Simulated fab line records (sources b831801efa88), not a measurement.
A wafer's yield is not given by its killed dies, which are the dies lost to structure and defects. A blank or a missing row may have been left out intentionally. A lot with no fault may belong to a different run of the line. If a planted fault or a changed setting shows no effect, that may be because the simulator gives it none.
Matching of chambers	flow sky130	rie diel-04 running SKY_FIELD_ISO_ETCH_15: 4 sister chambers
The step etches the open film in CHF3/O2, stops on Si, target depth 180 nm, time 72 s. 4 wafers are shown with their chamber, then 8 later ones without.

## WAFERS, EACH WITH ITS CHAMBER
wafer	chamber	drypump motor current A (A)
L085.4	1	6.2
L087.1	0	5.8
L087.5	3	6.6
L091.1	2	6.0

## WAFERS MISSING THEIR CHAMBER
wafer	drypump motor current A (A)
L091.2	6.2
L091.5	6.1
L093.1	6.6
L093.3	5.8
L093.4	6.1
L094.3	5.8
L094.4	6.1
L094.6	5.8

## WHICH CHAMBER EACH WENT THROUGH
wafer	from the rows above	in truth
L091.2	1	1
L091.5	can't be placed: 2 or 1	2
L093.1	3	3
L093.3	0	0
L093.4	can't be placed: 2 or 1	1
L094.3	0	0
L094.4	can't be placed: 2 or 1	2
L094.6	0	0
Placed correctly: 5 of 8. Not placeable from these rows: 3 (in 3, the candidates include the true chamber). Wrongly placed: 0.
How it was worked out, from the rows above alone: a wafer's distance from a chamber is the root of the sum, over the readings, of the square of ((its reading less the chamber's mean) divided by the reading's scatter). If the next closest chamber is less than 2 further off than the closest, the wafer can't be placed; otherwise it belongs to the closest. Each chamber's mean is taken over the wafers shown for it. The scatter: root of mean squared gap, hidden wafer to nearest shown wafer, with one shown wafer a chamber.
